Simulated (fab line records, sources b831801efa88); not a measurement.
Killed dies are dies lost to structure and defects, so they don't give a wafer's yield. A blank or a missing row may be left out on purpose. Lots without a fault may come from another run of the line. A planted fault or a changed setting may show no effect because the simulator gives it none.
fab line records | flow sfq_line
record lots=6 wafers=18 last_day=83
route steps=325 shown I6@273 M7@281
lots that met no fault: from a run of the same line without faults
start_h: hours from the record's first day to the start of the lot's first wafer shown | wait_h: hours since the lot's step before | " the same as in the row above | L1.1+2: a row that stands for several wafers | - no value, or no start given | * or withheld: withheld | < > ~ a bound
route shown NAME@n: a module of which the file shows steps, and the number in the route of the first | usual: mean/standard deviation of fault-free wafers | same: alike in all rows | chamber/n: place in a boat | sites: the reading at each site | _std_site: their standard deviation | _edge_site: outer sites' mean less inner sites' | radius_mm: how far each site lies from the wafer's centre | mask NAME#n: copy n | behind: the tool/chamber that last shaped the wafer | hold: why the lot was held/for how many hours/how that ended | device: the transistor (n, p or np) that didn't switch | end of line: the same wafers' tests at the end of the route | a step without rows: its recipe alone | killed: dies lost to structure and defects at the first sort, not the wafer's yield | map: a wafer's dies, x killed, . not, _ none there
set.NAME: the setting as run; set.NAME@STEP: as run at that earlier step | model.NAME: the simulator's own value behind a step, which no gauge read
lots at some steps of the route; a table a step, a row a wafer
services: from which hour (start_h, from the record's first day; less than 0 if before it) a tool's chamber was out of use, for how many hours, and why
## steps
# step SFQ_TRILAYER_I6_VIA_LITHO_EXPOSE_170
# recipe mask_id=I6 na=0.6 source_shape=conventional sigma_outer=0.65 target_cd_nm=700 dose_mj=21.3
# step SFQ_TRILAYER_I6_VIA_LITHO_PEB_172
# recipe peb_temp_c=115 peb_time_s=60 resist=KrF
# step SFQ_TRILAYER_I6_VIA_LITHO_DEVELOP_171
# recipe time_s=60 resist=KrF
# step SFQ_I6_OVL_MEAS_942
# usual I6_OVL=2/5.9
# columns lot.wafer tool chamber start_h wait_h I6_OVL[nm]
L341.1 overlay-02 - 1631.64 0.1 3
L341.3 " - " " 5
L341.4 " - " " 8
L351.2 overlay-02 - 1869.10 0.1 2
L351.3 " - " " -1
L351.5 " - " " -4
L352.1 overlay-01 - 1871.49 0.1 -1
L352.3 " - " " -5
L352.5 " - " " -11
L354.1 overlay-01 - 1876.29 0.1 4
L354.2 " - " " -3
L354.4 " - " " 2
L357.1 overlay-02 - 1894.65 0.1 3
L357.2 " - " " 10
L357.6 " - " " 9
L360.2 overlay-01 - 1899.46 0.1 9
L360.4 " - " " 13
L360.6 " - " " 12
# step SFQ_TRILAYER_I6_VIA_BARC_OPEN_VIA_ETCH_235
# recipe mask_material=PR chemistry=O2 target_depth_nm=125 target=BARC source_w=500 bias_w=80 pressure_mtorr=30 time_s=41.7
# usual bias_w=80.01/0.22 chamber_pressure_mTorr=30.001/0.027 drypump_motor_current_A=5.8/0.37 oes_product_au=0.685/0.0047
# same time_s=41.7
# columns lot.wafer tool chamber start_h wait_h bias_w chamber_pressure_mTorr drypump_motor_current_A oes_product_au rf_hours_counter_h
L341.1 rie_diel-03 1 1631.68 0.0 80.08 29.982 5.6 0.692 9
L341.3 " 2 " " 79.91 29.981 6.2 0.680 0
L341.4 " 3 " " 80.34 30.016 6.1 0.678 15
L351.2 rie_diel-02 3 1869.13 0.0 79.89 30.014 6.5 0.685 1
L351.3 " 1 " " 80.07 29.997 6.0 0.683 4
L351.5 " 0 " " 79.68 29.986 5.5 0.693 -
L352.1 rie_diel-01 2 1871.53 0.0 80.09 30.017 5.5 0.681 1
L352.3 " 0 " " 80.22 29.999 6.0 0.679 2
L352.5 " 1 " " 80.04 30.017 5.6 0.691 -
L354.1 rie_diel-02 1 1876.33 0.0 79.95 30.017 6.0 0.684 4
L354.2 " 2 " " 80.14 29.924 5.3 0.687 15
L354.4 " 3 " " 79.97 30.004 6.4 0.682 1
L357.1 rie_diel-02 0 1894.69 0.0 80.02 30.012 5.6 0.673 5
L357.2 " 3 " " 79.77 30.008 6.5 0.683 1
L357.6 " 2 " " 80.41 30.007 5.3 0.688 -
L360.2 rie_diel-01 0 1899.49 0.0 80.47 30.011 6.0 0.680 3
L360.4 " 2 " " 79.84 29.981 5.6 0.686 2
L360.6 " 1 " " 80.68 30.032 5.6 0.683 -
# step SFQ_TRILAYER_I6_VIA_ETCH_VIA_ETCH_172
# recipe target=SiO2 stop_on=Nb mask_material=PR taper_deg=20 chemistry=CHF3 target_depth_nm=260 source_w=500 bias_w=80 pressure_mtorr=30 time_s=withheld
# usual bias_w=80.03/0.24 chamber_pressure_mTorr=30.00/0.03 drypump_motor_current_A=5.8/0.36 oes_product_au=0.855/0.0051
# columns lot.wafer tool chamber start_h wait_h bias_w chamber_pressure_mTorr drypump_motor_current_A oes_product_au
L341.1 rie_diel-03 1 1631.72 0.0 79.88 29.98 5.6 0.861
L341.3 " 2 " " 80.14 30.03 6.2 0.855
L341.4 " 3 " " 80.07 29.98 6.1 0.861
L351.2 rie_diel-02 3 1869.17 0.0 80.12 30.02 6.5 0.859
L351.3 " 1 " " 80.08 30.00 6.0 0.859
L351.5 " 0 " " 79.86 29.97 5.6 0.854
L352.1 rie_diel-01 2 1871.57 0.0 80.56 30.02 5.5 0.851
L352.3 " 0 " " 80.01 30.00 6.0 0.853
L352.5 " 1 " " 80.21 30.01 5.6 0.848
L354.1 rie_diel-02 1 1876.37 0.0 80.06 30.01 6.0 0.850
L354.2 " 2 " " 80.05 29.98 5.3 0.841
L354.4 " 3 " " 80.02 29.98 6.4 0.854
L357.1 rie_diel-02 0 1894.73 0.0 80.47 30.04 5.5 0.859
L357.2 " 3 " " 80.24 30.00 6.4 0.866
L357.6 " 2 " " 80.42 30.05 5.3 0.844
L360.2 rie_diel-01 0 1899.53 0.0 79.54 30.02 6.0 0.856
L360.4 " 2 " " 79.91 29.99 5.5 0.856
L360.6 " 1 " " 80.04 30.00 5.6 0.861
# step SFQ_TRILAYER_I6_VIA_STRIP_STRIP_173
# recipe gas=O2 power_w=200 platen_temp_c=40 overash_fraction=0.65 chemistry=O2 pressure_mtorr=50
# usual chamber_pressure_mTorr=50.00/0.043 drypump_motor_current_A=5.27/0.17 oes_product_au=1.001/0.0081
# same overash_fraction=0.65
# columns lot.wafer tool chamber start_h wait_h chamber_pressure_mTorr drypump_motor_current_A oes_product_au rf_hours_counter_h
L341.1 rie_metal-02 0 1631.83 - 49.91 5.29 0.991 112
L341.3 " 0 " " 50.00 5.28 0.993 -
L341.4 " 1 " " 49.96 5.28 1.000 -
L351.2 rie_metal-02 0 1869.28 - 49.98 5.28 0.994 9
L351.3 " 0 " " 49.98 5.28 1.000 -
L351.5 " 0 " " 50.02 5.28 0.998 -
L352.1 rie_metal-01 0 1871.68 - 49.97 5.17 1.006 19
L352.3 " 1 " " 50.02 5.62 1.002 -
L352.5 " 1 " " 50.00 5.64 0.998 -
L354.1 rie_metal-04 1 1876.48 - 50.04 5.45 0.989 68
L354.2 " 0 " " 50.01 5.02 1.014 44
L354.4 " 1 " " 50.07 5.42 1.004 -
L357.1 rie_metal-04 0 1894.84 - 49.96 5.03 1.004 47
L357.2 " 1 " " 49.96 5.47 0.999 72
L357.6 " 1 " " 50.02 5.48 1.003 -
L360.2 rie_metal-04 1 1899.64 - 50.04 5.47 1.006 72
L360.4 " 0 " " 49.95 5.07 1.020 -
L360.6 " 0 " " 50.06 5.06 1.011 -
# step SFQ_TRILAYER_I6_VIA_STRIP_SOLV_CLEAN_174
# recipe chemistry=NMP temp_c=70 time_s=600
# step SFQ_TRILAYER_M7_DEP_PRE_CLEAN_176
# recipe gas=Ar time_s=22.5 bias_v=250
# step SFQ_TRILAYER_M7_DEP_SPUTTER_175
# recipe material=Nb base_pressure_pa=1.33e-06 chamber_pressure_pa=0.1333 substrate_temp_c=20 target_thk_nm=200 power_w=2000 time_s=133.3
# usual chamber_pressure_pa=0.13329/0.00027 throttle_valve_pct=29.9/0.92
# same time_s=133.3
# columns lot.wafer tool chamber start_h wait_h chamber_pressure_pa throttle_valve_pct
L341.1 pvd_sputter-03 - 1632.65 0.0 0.13304 28.6
L341.3 " - " " 0.13343 29.9
L341.4 " - " " 0.13336 30.5
L351.2 pvd_sputter-03 - 1870.08 0.0 0.13295 29.9
L351.3 " - " " 0.13382 30.8
L351.5 " - " " 0.13378 28.8
L352.1 pvd_sputter-04 - 1872.48 0.0 0.13326 30.8
L352.3 " - " " 0.13308 30.8
L352.5 " - " " 0.13326 30.8
L354.1 pvd_sputter-04 - 1877.28 0.0 0.13311 28.3
L354.2 " - " " 0.13336 30.7
L354.4 " - " " 0.13361 30.7
L357.1 pvd_sputter-03 - 1895.64 0.0 0.13336 28.7
L357.2 " - " " 0.1337 30.4
L357.6 " - " " 0.13339 30.2
L360.2 pvd_sputter-03 - 1900.44 0.0 0.13304 31.0
L360.4 " - " " 0.13316 30.7
L360.6 " - " " 0.1331 28.7
# step SFQ_M7_RS_MEAS_943
# recipe thk_meas_gauge=four-point-probe reads=Nb_of_TRILAYER_M7_DEP_SPUTTER_175
# usual M7_NB_RS=0.894/0.0075
# columns lot.wafer tool chamber start_h wait_h M7_NB_RS[ohm/sq]
L341.1 film_metro-03 - 1632.74 0.0 0.883
L341.3 " - " " 0.891
L341.4 " - " " 0.882
L351.2 film_metro-01 - 1870.20 0.1 0.882
L351.3 " - " " 0.893
L351.5 " - " " 0.887
L352.1 film_metro-01 - 1872.58 0.0 0.889
L352.3 " - " " 0.892
L352.5 " - " " 0.893
L354.1 film_metro-02 - 1877.38 0.0 0.895
L354.2 " - " " 0.883
L354.4 " - " " 0.903
L357.1 film_metro-01 - 1895.73 0.0 0.890
L357.2 " - " " 0.899
L357.6 " - " " 0.889
L360.2 film_metro-03 - 1900.55 0.1 0.904
L360.4 " - " " 0.898
L360.6 " - " " 0.901
# step SFQ_TRILAYER_M7_LITHO_COAT_182
# recipe resist=BARC spin_rpm=3059 resist_thk_nm=62
# columns lot.wafer tool chamber start_h wait_h model.BARC_of_TRILAYER_M7_LITHO_COAT_182.thk_nm
L341.1 litho_track-01 0 1632.92 0.1 60.88
L341.3 " 0 " " 60.99
L341.4 " 0 " " 61.09
L351.2 litho_track-01 0 1870.41 0.1 61.15
L351.3 " 0 " " 61.27
L351.5 " 0 " " 61.39
L352.1 litho_track-01 0 1872.76 0.1 61.86
L352.3 " 0 " " 61.95
L352.5 " 0 " " 61.98
L354.1+4 litho_track-01 0 1877.56 0.1 61.98
L354.2 " 0 " " 61.9
L357.1 litho_track-03 0 1895.91 0.1 61.57
L357.2 " 0 " " 61.64
L357.6 " 0 " " 61.52
L360.2 litho_track-04 0 1900.76 0.1 61.14
L360.4 " 0 " " 61.24
L360.6 " 0 " " 61.38
# step SFQ_TRILAYER_M7_LITHO_COAT_177
# recipe resist=KrF spin_rpm=3000 resist_thk_nm=600
# step SFQ_TRILAYER_M7_LITHO_SOFTBAKE_181
# recipe temp_c=withheld time_s=withheld resist=KrF
# step SFQ_TRILAYER_M7_LITHO_EXPOSE_178
# recipe mask_id=M7 na=0.6 source_shape=conventional sigma_outer=0.65 target_cd_nm=500 dose_mj=14.4
# step SFQ_TRILAYER_M7_LITHO_PEB_180
# recipe peb_temp_c=115 peb_time_s=60 resist=KrF
# step SFQ_TRILAYER_M7_LITHO_DEVELOP_179
# recipe time_s=60 resist=KrF
# step SFQ_M7_OVL_MEAS_945
# usual M7_OVL=-1/6.6
# columns lot.wafer tool chamber start_h wait_h M7_OVL[nm]
L341.1 overlay-01 - 1639.95 0.1 -7
L341.3 " - " " -11
L341.4 " - " " -9
L351.2 overlay-02 - 1872.61 0.1 -10
L351.3 " - " " -3
L351.5 " - " " -4
L352.1 overlay-02 - 1876.21 0.1 -5
L352.3 " - " " -2
L352.5 " - " " -2
L354.1 overlay-02 - 1881.01 0.1 -7
L354.2 " - " " -10
L354.4 " - " " -7
L357.1 overlay-02 - 1901.59 0.1 2
L357.2 " - " " -4
L357.6 " - " " 0
L360.2 overlay-02 - 1906.40 0.1 13
L360.4 " - " " 7
L360.6 " - " " 6
# step SFQ_TRILAYER_M7_BARC_OPEN_METAL_ETCH_229
# recipe mask_material=PR chemistry=O2 target_depth_nm=125 target=BARC icp_w=600 bias_w=80 pressure_mtorr=10 time_s=41.7
# usual bias_w=80.01/0.24 chamber_pressure_mTorr=10.001/0.0088 drypump_motor_current_A=5.34/0.26 oes_product_au=0.682/0.0044
# same time_s=41.7
# columns lot.wafer tool chamber start_h wait_h bias_w chamber_pressure_mTorr drypump_motor_current_A oes_product_au rf_hours_counter_h model.etch.depth_nm
L341.1 rie_metal-01 0 1639.99 0.0 79.97 9.986 5.18 0.680 131 60.88
L341.3 " 0 " " 79.76 10.012 5.21 0.681 - 60.99
L341.4 " 0 " " 79.68 9.999 5.21 0.677 - 61.09
L351.2 rie_metal-02 0 1872.64 0.0 80.02 10.000 5.29 0.679 9 61.15
L351.3 " 1 " " 80.00 9.992 5.29 0.681 - 61.27
L351.5 " 0 " " 79.92 10.005 5.27 0.682 - 61.39
L352.1 rie_metal-01 1 1876.24 0.0 79.78 10.002 5.61 0.681 6 61.86
L352.3 " 0 " " 79.87 9.997 5.20 0.690 - 61.95
L352.5 " 1 " " 80.01 10.004 5.61 0.687 - 61.98
L354.1 rie_metal-01 0 1881.04 0.0 80.12 10.007 5.19 0.682 21 61.98
L354.2 " 1 " " 79.78 9.998 5.59 0.690 7 61.9
L354.4 " 0 " " 80.06 10.001 5.20 0.685 - 61.98
L357.1 rie_metal-01 1 1901.63 0.0 79.80 9.998 5.60 0.682 11 61.57
L357.2 " 0 " " 80.09 9.991 5.21 0.683 25 61.64
L357.6 " 1 " " 80.11 10.013 5.61 0.681 - 61.52
L360.2 rie_metal-01 1 1906.43 0.0 79.64 10.002 5.62 0.682 12 61.14
L360.4 " 0 " " 80.01 10.009 5.20 0.675 - 61.24
L360.6 " 0 " " 80.13 9.976 5.21 0.688 - 61.38
# step SFQ_TRILAYER_M7_ETCH_METAL_ETCH_180
# recipe target=Nb stop_on=SiO2 mask_material=PR chemistry=Cl2/Ar target_depth_nm=240 icp_w=600 bias_w=80 pressure_mtorr=10 time_s=120
# usual bias_w=79.97/0.23 chamber_pressure_mTorr=10.000/0.0091 drypump_motor_current_A=5.33/0.26 oes_product_au=0.892/0.0066
# same time_s=120
# columns lot.wafer tool chamber start_h wait_h bias_w chamber_pressure_mTorr drypump_motor_current_A oes_product_au rf_hours_counter_h
L341.1 rie_metal-01 0 1640.11 0.1 80.37 10.006 5.21 0.892 132
L341.3 " 0 " " 80.17 10.002 5.21 0.892 -
L341.4 " 0 " " 80.29 9.994 5.21 0.894 -
L351.2 rie_metal-02 0 1872.70 0.0 80.33 10.003 5.27 0.899 9
L351.3 " 1 " " 80.55 9.996 5.25 0.898 -
L351.5 " 0 " " 80.12 9.999 5.29 0.897 -
L352.1 rie_metal-01 1 1876.30 0.0 79.86 10.001 5.60 0.892 6
L352.3 " 0 " " 79.58 9.989 5.18 0.898 -
L352.5 " 1 " " 79.72 10.005 5.64 0.895 -
L354.1 rie_metal-01 0 1881.10 0.0 80.29 9.986 5.18 0.897 21
L354.2 " 1 " " 79.90 10.005 5.62 0.901 7
L354.4 " 0 " " 80.04 10.003 5.20 0.888 -
L357.1 rie_metal-01 1 1901.69 0.0 79.98 9.986 5.63 0.890 11
L357.2 " 0 " " 79.69 10.006 5.20 0.882 25
L357.6 " 1 " " 79.61 10.003 5.62 0.897 -
L360.2 rie_metal-01 1 1906.49 0.0 80.23 10.012 5.62 0.893 12
L360.4 " 0 " " 80.05 10.008 5.20 0.890 -
L360.6 " 0 " " 80.07 9.995 5.19 0.884 -
## services
# columns tool chamber start_h hours kind
rie_diel-01 - 1619.82 1.4 repair
rie_diel-01 0 1634.48 7.6 repair
rie_metal-02 - 1635.51 0.7 repair
rie_metal-01 1 1636.51 52.3 repair
rie_diel-02 2 1637.03 6.7 repair
rie_diel-01 - 1641.59 2.8 pm
rie_diel-02 2 1667.53 18.4 repair
rie_diel-02 2 1689.73 1.6 repair
rie_diel-02 3 1700.31 5.9 repair
rie_diel-01 0 1705.77 6.4 repair
rie_metal-02 - 1706.04 2.8 pm
pvd_sputter-03 - 1708.85 4.8 repair
rie_diel-01 2 1712.81 1.6 repair
rie_diel-02 - 1720.97 0.2 repair
rie_diel-01 0 1727.80 2.5 repair
rie_metal-04 1 1728.02 7.1 repair
rie_diel-01 2 1741.52 9.8 repair
rie_diel-02 - 1755.03 15.6 pm
rie_diel-02 3 1791.88 2.9 repair
rie_diel-01 2 1804.54 10.1 repair
rie_metal-04 0 1818.00 20.7 repair
rie_metal-04 0 1841.94 3.5 repair
pvd_sputter-03 - 1874.64 3.4 repair
rie_diel-01 - 1904.13 0.4 repair
## key
first_sign none at tools or gauges
model_effect step=SFQ_TRILAYER_M7_LITHO_COAT_182 value=BARC_of_TRILAYER_M7_LITHO_COAT_182.thk_nm without=61.18 struck=61.94
model_effect step=SFQ_TRILAYER_M7_BARC_OPEN_METAL_ETCH_229 value=etch.depth_nm without=61.18 struck=61.94
met_at SFQ_TRILAYER_M7_LITHO_COAT_182
struck_wafers L352.1,L352.3,L352.5,L354.1,L354.2,L354.4
onset_between 1870.41 1872.76
also_fits SFQ_TRILAYER_M7_DEP_SPUTTER_175:pvd_sputter-04
fault kind=process_parameter_drift tool=litho_track-01 chamber=- onset_h=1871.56 steps=SFQ_TRILAYER_M7_LITHO_COAT_182 channel=resist_thk_nm offset=0.77379 shape=step end_h=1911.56 acts_in=these_recipes_only stated=62
